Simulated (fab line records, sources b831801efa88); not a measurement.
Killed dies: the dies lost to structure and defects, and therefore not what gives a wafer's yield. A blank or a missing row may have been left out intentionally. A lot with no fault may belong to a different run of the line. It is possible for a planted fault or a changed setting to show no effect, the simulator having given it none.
Matching of chambers || flow gf180mcu || GF_M5_ETCH_09 on rie-diel-03: 4 sister chambers
The step etches Si3N4 in CF4/O2, target depth 52 nm, time 11.6 s. 8 wafers are shown with their chamber, then 10 later ones without.

WAFERS PAIRED WITH THEIR CHAMBERS
{"wafer": "L076.3", "chamber": 1, "drypump-motor-current-A (A)": 5.6, "oes-product-au (a.u.)": 1.013}
{"wafer": "L076.5", "chamber": 3, "drypump-motor-current-A (A)": 6.4, "oes-product-au (a.u.)": 0.991}
{"wafer": "L083.2", "chamber": 1, "drypump-motor-current-A (A)": 5.6, "oes-product-au (a.u.)": 1.012}
{"wafer": "L089.2", "chamber": 2, "drypump-motor-current-A (A)": 5.8, "oes-product-au (a.u.)": 1.006}
{"wafer": "L089.4", "chamber": 0, "drypump-motor-current-A (A)": 6.2, "oes-product-au (a.u.)": 0.996}
{"wafer": "L089.5", "chamber": 2, "drypump-motor-current-A (A)": 5.9, "oes-product-au (a.u.)": 1.001}
{"wafer": "L090.1", "chamber": 3, "drypump-motor-current-A (A)": 6.4, "oes-product-au (a.u.)": 0.989}
{"wafer": "L090.2", "chamber": 0, "drypump-motor-current-A (A)": 6.2, "oes-product-au (a.u.)": 0.991}

WAFERS MISSING THEIR CHAMBER
{"wafer": "L090.5", "drypump-motor-current-A (A)": 6.2, "oes-product-au (a.u.)": 0.994}
{"wafer": "L092.2", "drypump-motor-current-A (A)": 5.8, "oes-product-au (a.u.)": 1.001}
{"wafer": "L092.3", "drypump-motor-current-A (A)": 5.6, "oes-product-au (a.u.)": 1.009}
{"wafer": "L092.6", "drypump-motor-current-A (A)": 5.6, "oes-product-au (a.u.)": 1.003}
{"wafer": "L094.3", "drypump-motor-current-A (A)": 5.6, "oes-product-au (a.u.)": 1.000}
{"wafer": "L094.5", "drypump-motor-current-A (A)": 6.2, "oes-product-au (a.u.)": 0.979}
{"wafer": "L094.6", "drypump-motor-current-A (A)": 6.4, "oes-product-au (a.u.)": 0.988}
{"wafer": "L096.2", "drypump-motor-current-A (A)": 5.6, "oes-product-au (a.u.)": 1.007}
{"wafer": "L096.3", "drypump-motor-current-A (A)": 5.8, "oes-product-au (a.u.)": 1.012}
{"wafer": "L096.6", "drypump-motor-current-A (A)": 5.8, "oes-product-au (a.u.)": 0.999}

EACH ONE'S CHAMBER
{"wafer": "L090.5", "from the rows above": 0, "in truth": 0}
{"wafer": "L092.2", "from the rows above": 2, "in truth": 2}
{"wafer": "L092.3", "from the rows above": 1, "in truth": 1}
{"wafer": "L092.6", "from the rows above": 1, "in truth": 1}
{"wafer": "L094.3", "from the rows above": 1, "in truth": 1}
{"wafer": "L094.5", "from the rows above": "can't be placed: 0 or 3", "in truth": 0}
{"wafer": "L094.6", "from the rows above": 3, "in truth": 3}
{"wafer": "L096.2", "from the rows above": 1, "in truth": 1}
{"wafer": "L096.3", "from the rows above": 2, "in truth": 2}
{"wafer": "L096.6", "from the rows above": 2, "in truth": 2}
Placed correctly: 9 of 10. Unplaceable from these rows: 1, with the true chamber sitting among the candidates in 1. Number placed wrongly: 0.
How it was worked out, from the rows above alone: a wafer's distance from a chamber is the root of the sum, over the readings, of the square of ((its reading less the chamber's mean) divided by the reading's scatter). The wafer belongs to the nearest chamber; if the next one is less than 2 further off, it can't be placed. For every chamber, the mean is computed from those of its wafers that are shown. The scatter: take each reading less its chamber's mean, square it, sum over the shown wafers, divide by the number of wafers less the number of chambers, and take the root.
